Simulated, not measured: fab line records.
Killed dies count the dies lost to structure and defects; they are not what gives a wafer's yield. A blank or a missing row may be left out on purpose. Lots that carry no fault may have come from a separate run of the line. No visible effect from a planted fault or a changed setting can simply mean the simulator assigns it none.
Matching of chambers || flow sfq_line || SFQ_TRILAYER_I1_CMP_CMP_046 on cmp-01 has 4 sister chambers
The step polishes SiO2. 8 wafers are shown with their chamber, then 8 later ones without.

## WAFERS WITH THEIR CHAMBER
{"wafer": "L784.4", "chamber": 1, "motor_current_A (A)": 11.7, "time_to_endpoint_s (s)": 221}
{"wafer": "L785.1", "chamber": 3, "motor_current_A (A)": 9.8, "time_to_endpoint_s (s)": 212}
{"wafer": "L785.3", "chamber": 2, "motor_current_A (A)": 9.4, "time_to_endpoint_s (s)": 210}
{"wafer": "L788.2", "chamber": 3, "motor_current_A (A)": 9.6, "time_to_endpoint_s (s)": 217}
{"wafer": "L788.5", "chamber": 2, "motor_current_A (A)": 9.2, "time_to_endpoint_s (s)": 221}
{"wafer": "L800.4", "chamber": 1, "motor_current_A (A)": 11.7, "time_to_endpoint_s (s)": 211}
{"wafer": "L800.6", "chamber": 0, "motor_current_A (A)": 10.6, "time_to_endpoint_s (s)": 211}
{"wafer": "L801.2", "chamber": 0, "motor_current_A (A)": 10.2, "time_to_endpoint_s (s)": 205}

## WAFERS WITHOUT THEIR CHAMBER
{"wafer": "L801.4", "motor_current_A (A)": 11.6, "time_to_endpoint_s (s)": 214}
{"wafer": "L801.3", "motor_current_A (A)": 9.9, "time_to_endpoint_s (s)": 227}
{"wafer": "L802.2", "motor_current_A (A)": 10.2, "time_to_endpoint_s (s)": 218}
{"wafer": "L802.3", "motor_current_A (A)": 11.7, "time_to_endpoint_s (s)": 205}
{"wafer": "L802.5", "motor_current_A (A)": 9.0, "time_to_endpoint_s (s)": 218}
{"wafer": "L803.1", "motor_current_A (A)": 9.5, "time_to_endpoint_s (s)": 221}
{"wafer": "L803.4", "motor_current_A (A)": 11.1, "time_to_endpoint_s (s)": 218}
{"wafer": "L803.2", "motor_current_A (A)": 10.5, "time_to_endpoint_s (s)": 211}

## CHAMBER TAKEN BY EACH
{"wafer": "L801.4", "from the rows above": 1, "in truth": 1}
{"wafer": "L801.3", "from the rows above": "can't be placed: 3 or 2 or 0", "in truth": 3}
{"wafer": "L802.2", "from the rows above": "can't be placed: 0 or 3", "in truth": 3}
{"wafer": "L802.3", "from the rows above": 1, "in truth": 1}
{"wafer": "L802.5", "from the rows above": 2, "in truth": 2}
{"wafer": "L803.1", "from the rows above": "can't be placed: 2 or 3", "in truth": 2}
{"wafer": "L803.4", "from the rows above": "can't be placed: 1 or 0", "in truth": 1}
{"wafer": "L803.2", "from the rows above": 0, "in truth": 0}
Correct placement for 4 of the 8. Cannot be placed on the basis of these rows: 4; the candidates contain the true chamber in 4. Wrongly placed: 0.
How it was worked out, from the rows above alone: a wafer's distance from a chamber is the root of the sum, over the readings, of the square of ((its reading less the chamber's mean) divided by the reading's scatter). The wafer belongs to the nearest chamber; if the next one is less than 2 further off, it can't be placed. The mean given for a chamber averages the wafers shown for that chamber. The scatter: the root of (the sum of the squares of (reading less its chamber's mean) over the shown wafers, divided by (wafers less chambers)).
